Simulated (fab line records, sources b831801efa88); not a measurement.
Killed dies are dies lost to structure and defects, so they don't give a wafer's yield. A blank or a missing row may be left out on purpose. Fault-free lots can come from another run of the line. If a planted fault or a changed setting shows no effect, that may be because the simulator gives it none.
Matching of chambers + flow gf180mcu + 3 sister chambers for GF_STI_WET_ETCH_26 on wet bench-02
The step etches SiO2 in dHF, target depth 94 nm, time 188 s. 3 wafers are shown with their chamber, then 7 later ones without.

== EACH WAFER AND ITS CHAMBER ==
| wafer  | chamber | run length s (s) |
|--------|---------|------------------|
| L796.5 | 3       | 213.9            |
| L798.4 | 2       | 213.5            |
| L800.3 | 1       | 214.6            |

== WAFERS WITHOUT THEIR CHAMBER ==
| wafer  | run length s (s) |
|--------|------------------|
| L800.6 | 214.6            |
| L801.1 | 221.0            |
| L801.3 | 221.0            |
| L801.6 | 221.0            |
| L803.1 | 214.5            |
| L803.3 | 214.5            |
| L803.6 | 214.5            |

== THE CHAMBER EACH PASSED THROUGH ==
| wafer  | from the rows above          | in truth |
|--------|------------------------------|----------|
| L800.6 | can't be placed: 1 or 3 or 2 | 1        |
| L801.1 | can't be placed: 1 or 3 or 2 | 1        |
| L801.3 | can't be placed: 1 or 3 or 2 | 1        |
| L801.6 | can't be placed: 1 or 3 or 2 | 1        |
| L803.1 | can't be placed: 1 or 3 or 2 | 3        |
| L803.3 | can't be placed: 1 or 3 or 2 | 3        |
| L803.6 | can't be placed: 1 or 3 or 2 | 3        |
Placed correctly: 0 of 7. Not placeable from these rows: 7 (in 7, the candidates include the true chamber). Wrongly placed: 0.
How it was worked out, from the rows above alone: a wafer's distance from a chamber is the root of the sum, over the readings, of the square of ((its reading less the chamber's mean) divided by the reading's scatter). If the next closest chamber is less than 2 further off than the closest, the wafer can't be placed; otherwise it belongs to the closest. A chamber's mean is the mean of its shown wafers. The scatter (one wafer shown for each chamber): square how far every hidden wafer sits from the nearest shown wafer, average those squares and take the square root.
